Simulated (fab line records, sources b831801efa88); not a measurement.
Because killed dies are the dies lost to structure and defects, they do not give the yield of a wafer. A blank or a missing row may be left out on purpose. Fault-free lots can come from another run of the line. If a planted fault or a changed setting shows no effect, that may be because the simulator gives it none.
fab line records	flow sky130
record: lots: 14	wafers: 39	last-day: 50
route steps=708 shown SD_P@330 RES_XHIGH@341 SD_N@349 LI_CONTACT@370 PAD_OPEN@708
lots with no fault: from the same line, run without faults
start-h: hours from the record's first day to the start of the lot's first wafer shown	wait-h: how many hours have passed since the lot's step before this one	" same as the row above	L1.1+2: a single row standing in for several wafers	- value missing, or start not given	* or withheld: withheld	< > ~ a bound
route shown NAME@n: a module of which the file shows steps, and the number in the route of the first	usual: mean and standard deviation over wafers with no fault	same: alike in all rows	chamber/n: place in a boat	sites: per-site readings	_std_site: the values' standard deviation	_edge_site: inner sites' mean taken away from outer sites' mean	radius-mm: for every site, how far away it sits from the centre of the wafer	mask NAME#n: copy n	behind: tool/chamber where the wafer was last shaped	hold: why the lot was held/for how many hours/how that ended	device: whichever transistor did not switch (one of n, p or np)	end of line: tests of these same wafers at the route's end	a step given without rows: its recipe and nothing more	killed: not the wafer's yield, but the dies lost to structure and defects at the first sort	map: per-die view of a wafer (x killed, . not killed, _ where there is no die)
set.NAME: the setting as run; set.NAME@STEP: as run at that earlier step	model.NAME: the simulator's own value behind a step, which no gauge read
the route's steps for a sample of lots (tables are steps, rows are wafers)
services: from which hour (start-h, from the record's first day; less than 0 if before it) a tool's chamber was out of use, for how many hours, and why
== steps ==
step: SKY_SD_P_STRIP_10
recipe: chemistry: O2/N2	power-w: 1400	pressure-mtorr: 1500	platen-temp-c: withheld	o2-flow-sccm: 3000	n2-flow-sccm: 300	overash-fraction: 0.5
usual: chamber-pressure-mTorr: 1500.3/1.3	drypump-motor-current-A: 5.8/0.68	oes-product-au: 0.618/0.0048	strip-time-to-endpoint-s: 17.50/0.043
lot.wafer	tool	chamber	start-h	wait-h	chamber-pressure-mTorr	drypump-motor-current-A	oes-product-au	rf-hours-counter-h	strip-time-to-endpoint-s
L318.1	plasma-asher-04	1	583.15	0.1	1500.9	6.5	0.620	87	17.53
L318.5	"	0	"	"	1500.9	5.3	0.613	-	17.57
L318.6	"	1	"	"	1500.6	6.5	0.625	-	17.56
L320.1	plasma-asher-03	0	627.21	0.1	1499.9	5.8	0.613	19	17.60
L320.4	"	0	"	"	1500.0	5.8	0.616	-	17.52
L320.5	"	1	"	"	1498.5	4.9	0.611	-	17.53
L321.1	plasma-asher-02	0	628.45	0.1	1500.3	6.7	0.621	83	17.55
L321.2	"	1	"	"	1500.5	5.3	0.613	83	17.57
L321.4	"	0	"	"	1498.8	6.8	0.623	-	17.58
L323.1	plasma-asher-02	1	714.40	0.1	1499.7	5.3	0.618	93	17.45
L323.2	"	0	"	"	1498.0	6.7	0.622	93	17.46
L323.6	"	0	"	"	1500.9	6.7	0.621	-	17.46
L324.2	plasma-asher-04	1	715.75	0.1	1500.0	6.5	0.616	101	17.50
L324.3	"	0	"	"	1500.2	5.2	0.615	-	17.50
L324.4	"	1	"	"	1498.5	6.5	0.624	-	17.49
L332.2	plasma-asher-03	0	725.75	0.1	1500.0	5.8	0.606	30	17.50
L332.4	"	0	"	"	1500.7	5.8	0.618	-	17.51
L331.1	plasma-asher-03	0	726.85	0.1	1499.5	5.8	0.610	30	17.44
L331.4	"	1	"	"	1501.1	4.9	0.622	-	17.49
L334.1	plasma-asher-03	0	727.45	0.1	1502.1	5.8	0.614	30	17.55
L334.5	"	1	"	"	1499.5	4.9	0.612	-	17.52
L335.1	plasma-asher-02	1	728.40	0.1	1503.4	5.4	0.617	94	17.55
L335.2	"	0	"	"	1502.0	6.8	0.629	94	17.51
L335.4	"	1	"	"	1501.7	5.4	0.614	-	17.51
L336.1	plasma-asher-02	1	731.36	0.1	1501.6	5.4	0.613	94	17.42
L336.3	"	0	"	"	1500.2	6.8	0.615	-	17.43
L336.4	"	1	"	"	1500.4	5.3	0.625	-	17.44
L337.2	plasma-asher-03	0	739.71	0.1	1502.9	5.8	0.617	32	17.49
L337.5	"	1	"	"	1499.4	5.0	0.615	-	17.48
L337.6	"	0	"	"	1499.6	5.8	0.618	-	17.55
L338.1	plasma-asher-02	1	742.45	0.1	1498.4	5.3	0.611	96	17.40
L338.3	"	0	"	"	1500.0	6.7	0.615	-	17.47
L338.6	"	0	"	"	1499.2	6.7	0.620	-	17.46
L340.2	plasma-asher-02	1	754.00	0.1	1501.5	5.3	0.617	97	17.51
L340.4	"	1	"	"	1500.6	5.3	0.622	-	17.51
L340.5	"	0	"	"	1499.5	6.8	0.625	-	17.54
L341.3	plasma-asher-02	0	766.59	0.1	1500.2	6.7	0.616	-	17.49
L341.4	"	1	"	"	1501.3	5.3	0.615	-	17.51
L341.6	"	1	"	"	1501.5	5.3	0.620	-	17.55
step: SKY_RES_XHIGH_TW_MEAS_09
usual: RES_XHIGH_TW: 1634/7.4
lot.wafer	tool	chamber	start-h	wait-h	RES_XHIGH_TW
L318.1	film-metro-03	-	612.61	0.1	1645
L318.5	"	-	"	"	1643
L318.6	"	-	"	"	1645
L320.1	film-metro-02	-	655.36	0.1	1615
L320.4	"	-	"	"	1632
L320.5	"	-	"	"	1627
L321.1	film-metro-04	-	656.95	0.1	1646
L321.2	"	-	"	"	1649
L321.4	"	-	"	"	1650
L323.1	film-metro-04	-	742.50	0.1	1636
L323.2	"	-	"	"	1639
L323.6	"	-	"	"	1631
L324.2	film-metro-02	-	743.71	0.1	1638
L324.3	"	-	"	"	1634
L324.4	"	-	"	"	1628
L332.2	film-metro-04	-	753.27	0.1	1635
L332.4	"	-	"	"	1641
L331.1	film-metro-04	-	754.20	0.1	1641
L331.4	"	-	"	"	1637
L334.1	film-metro-04	-	754.81	0.1	1634
L334.5	"	-	"	"	1631
L335.1	film-metro-04	-	755.71	0.1	1635
L335.2	"	-	"	"	1635
L335.4	"	-	"	"	1635
L336.1	film-metro-04	-	758.49	0.1	1633
L336.3	"	-	"	"	1640
L336.4	"	-	"	"	1640
L337.2	film-metro-04	-	765.72	0.1	1644
L337.5	"	-	"	"	1628
L337.6	"	-	"	"	1637
L338.1	film-metro-03	-	769.36	0.1	1641
L338.3	"	-	"	"	1643
L338.6	"	-	"	"	1639
L340.2	film-metro-03	-	780.57	0.1	1629
L340.4	"	-	"	"	1636
L340.5	"	-	"	"	1638
L341.3	film-metro-02	-	793.58	0.1	1632
L341.4	"	-	"	"	1634
L341.6	"	-	"	"	1639
step: SKY_SD_N_CD_MEAS_07
recipe: target-cd-nm: 380
usual: cd-nm: 379.8/2.3
lot.wafer	tool	chamber	start-h	wait-h	cd-nm
L318.1	cd-sem-01	-	641.29	0.1	378.6
L318.5	"	-	"	"	380.9
L318.6	"	-	"	"	379.1
L320.1	cd-sem-02	-	683.35	0.1	379.4
L320.4	"	-	"	"	381.3
L320.5	"	-	"	"	381.0
L321.1	cd-sem-01	-	684.79	0.1	379.3
L321.2	"	-	"	"	382.0
L321.4	"	-	"	"	379.5
L323.1	cd-sem-02	-	769.25	0.1	382.7
L323.2	"	-	"	"	384.0
L323.6	"	-	"	"	383.2
L324.2	cd-sem-02	-	770.22	0.1	376.8
L324.3	"	-	"	"	378.7
L324.4	"	-	"	"	379.5
L332.2	cd-sem-01	-	779.82	0.1	377.0
L332.4	"	-	"	"	378.7
L331.1	cd-sem-02	-	780.59	0.1	378.3
L331.4	"	-	"	"	379.8
L334.1	cd-sem-02	-	782.55	0.1	381.1
L334.5	"	-	"	"	383.5
L335.1	cd-sem-01	-	782.74	0.1	376.0
L335.2	"	-	"	"	378.5
L335.4	"	-	"	"	374.6
L336.1	cd-sem-01	-	784.55	0.1	377.6
L336.3	"	-	"	"	375.5
L336.4	"	-	"	"	372.3
L337.2	cd-sem-01	-	792.77	0.1	381.2
L337.5	"	-	"	"	381.0
L337.6	"	-	"	"	380.6
L338.1	cd-sem-01	-	796.19	0.1	380.0
L338.3	"	-	"	"	382.6
L338.6	"	-	"	"	381.2
L340.2	cd-sem-01	-	807.07	0.1	380.2
L340.4	"	-	"	"	377.7
L340.5	"	-	"	"	380.0
L341.3	cd-sem-01	-	820.18	0.1	379.0
L341.4	"	-	"	"	377.9
L341.6	"	-	"	"	378.3
step: SKY_LI_CONTACT_SOFTBAKE_08
recipe: temp-c: 100	time-s: 90	resist: KrF-thick
usual: exhaust-pa: 45.1/0.97	heater-power-total-W: 57.36/0.11	run-length-s: 119.29/0.22
lot.wafer	tool	chamber	start-h	wait-h	exhaust-pa	heater-power-total-W	run-length-s
L318.1	litho-track-01	0	657	-	44.4	57.41	119.19
L318.5	"	0	"	"	44.4	57.29	119.56
L318.6	"	0	"	"	44.1	57.37	119.26
L320.1	litho-track-03	0	698	-	44.8	57.42	118.88
L320.4	"	0	"	"	45.0	57.29	119.21
L320.5	"	0	"	"	44.5	57.30	118.85
L321.1	litho-track-04	0	700	-	44.9	57.45	119.34
L321.2	"	0	"	"	44.7	57.51	119.36
L321.4	"	0	"	"	43.8	57.50	119.70
L323.1	litho-track-03	0	783	-	44.8	57.22	118.97
L323.2	"	0	"	"	46.3	57.42	118.89
L323.6	"	0	"	"	45.2	57.30	118.95
L324.2	litho-track-01	0	784	-	45.3	57.56	119.27
L324.3	"	0	"	"	44.2	57.42	119.25
L324.4	"	0	"	"	45.8	57.48	119.36
L332.2	litho-track-01	0	794	-	45.3	57.48	119.26
L332.4	"	0	"	"	44.4	58.14	114.96
L331.1	litho-track-01	0	795	-	44.5	57.23	119.36
L331.4	"	0	796	-	44.7	58.14	115.04
L334.1	litho-track-01	0	798	-	44.3	57.19	119.24
L334.5	"	0	"	"	42.3	58.16	114.99
L335.1	litho-track-04	0	798	-	44.6	57.35	119.34
L335.2	"	0	"	"	47.0	57.34	119.40
L335.4	"	0	"	"	46.8	57.45	119.41
L336.1	litho-track-03	0	800	-	47.1	57.52	118.95
L336.3	"	0	"	"	46.5	57.36	118.85
L336.4	"	0	"	"	45.2	57.44	118.89
L337.2	litho-track-03	0	807	-	44.4	57.28	119.02
L337.5	"	0	"	"	46.2	57.39	119.06
L337.6	"	0	"	"	46.4	57.46	119.21
L338.1	litho-track-04	0	810	-	44.9	57.36	119.63
L338.3	"	0	811	-	45.1	57.20	119.40
L338.6	"	0	"	"	46.0	57.52	119.39
L340.2	litho-track-04	0	821	-	45.9	57.41	119.64
L340.4	"	0	"	"	46.0	57.53	119.52
L340.5	"	0	822	-	45.8	57.26	119.70
L341.3	litho-track-03	0	834	-	43.7	57.22	119.13
L341.4	"	0	"	"	43.5	57.44	119.09
L341.6	"	0	"	"	45.1	57.27	118.94
step: SKY_PAD_OPEN_PROBE_99
usual: killed_at_M0_to_M3: 42/7.3	killed_at_M4_up: 3.4/2	killed-at-contacts: 24/5.8	killed-at-front-end: 15/4.6	killed-at-other: 0.3/0.62	killed-dies: 84/9.8	killed-open: 47/6.9	killed-short: 38/6.3
same: gross-dies: 492	killed-at-back-side: 0
lot.wafer	tool	chamber	start-h	wait-h	killed_at_M0_to_M3	killed_at_M4_up	killed-at-contacts	killed-at-front-end	killed-at-other	killed-dies	killed-open	killed-short
L332.2	prober-02	-	1171.25	0.1	47	4	26	11	0	88	40	48
L332.4	prober-02	-	1171.35	0.2	49	1	19	13	0	82	46	36
L331.1	prober-02	-	1172.95	0.1	44	4	17	8	0	73	39	34
L331.4	prober-02	-	1173.10	0.2	52	2	29	13	0	96	52	44
killed by level:class
L332.2 CONTACT:geometric-particle:short=8 METAL2:geometric-particle:short=6 VIA1:geometric-particle:short=6 VIA1:geometric-particle:open=6 VIA3:geometric-particle:open=6 LI_CONTACT:geometric-particle:open=5 CONTACT:geometric-particle:open=5 METAL1:geometric-particle:short=5
L332.4 CONTACT:geometric-particle:open=10 VIA1:geometric-particle:open=7 FIELD_ISO:geometric-particle:open=6 VIA3:geometric-particle:open=6 METAL1:geometric-particle:short=6 METAL2:geometric-particle:short=6 LI_CONTACT:geometric-particle:open=5 VIA2:geometric-particle:open=5
L331.1 VIA1:geometric-particle:open=8 CONTACT:geometric-particle:open=7 METAL2:geometric-particle:short=5 VIA2:geometric-particle:open=5 VIA3:geometric-particle:open=5 LI_CONTACT:geometric-particle:open=4 VIA1:geometric-particle:short=4 VIA2:geometric-particle:short=4
L331.4 CONTACT:geometric-particle:open=10 VIA3:geometric-particle:open=9 LI_CONTACT:geometric-particle:open=8 VIA1:geometric-particle:open=7 VIA2:geometric-particle:open=7 METAL1:geometric-particle:short=7 VIA1:geometric-particle:short=6 METAL2:geometric-particle:short=6
== services ==
tool	chamber	start-h	hours	kind
plasma-asher-04	-	579.41	1.6	repair
plasma-asher-02	-	620.33	0.7	repair
plasma-asher-02	-	631.58	2.8	repair
plasma-asher-03	-	671.64	2.8	pm
plasma-asher-02	-	674.39	2.8	pm
plasma-asher-04	-	733.83	9.0	pm
plasma-asher-04	0	733.83	9.0	vent-cycle
plasma-asher-04	1	733.83	9.0	vent-cycle
plasma-asher-04	0	742.83	-	clean
plasma-asher-04	1	742.83	-	clean
== key ==
first-sign: step: SKY_LI_CONTACT_SOFTBAKE_08	reading: run-length-s	direction: down	sigmas: 20	usual: *	struck: *
effect: step: SKY_LI_CONTACT_SOFTBAKE_08	reading: heater-power-total-W	direction: up	sigmas: 7.1	usual: *	struck: *
met-at SKY_LI_CONTACT_SOFTBAKE_08
struck-lots L331,L332,L334
struck-wafers L331.4,L332.4,L334.5
tester-left-out L331,L332,L334
not-acting-at SKY_SD_P_STRIP_10,SKY_RES_XHIGH_TW_MEAS_09,SKY_SD_N_CD_MEAS_07
onset-between 784 794
fault: kind: process-parameter-drift	tool: litho-track-01	chamber: -	onset-h: 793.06	steps: SKY_LI_CONTACT_SOFTBAKE_08	channel: time-s	offset: *	shape: step	end-h: 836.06	scope: struck-wafers-only	acts-in: *	stated: *
tester-left-out: of these lots the tester's yield and bins aren't shown, on N5 and GAA mostly nor the transistor test; their killed dies are dies lost to structure and defects alone, not to doping, threshold or leakage, so they don't give the yield
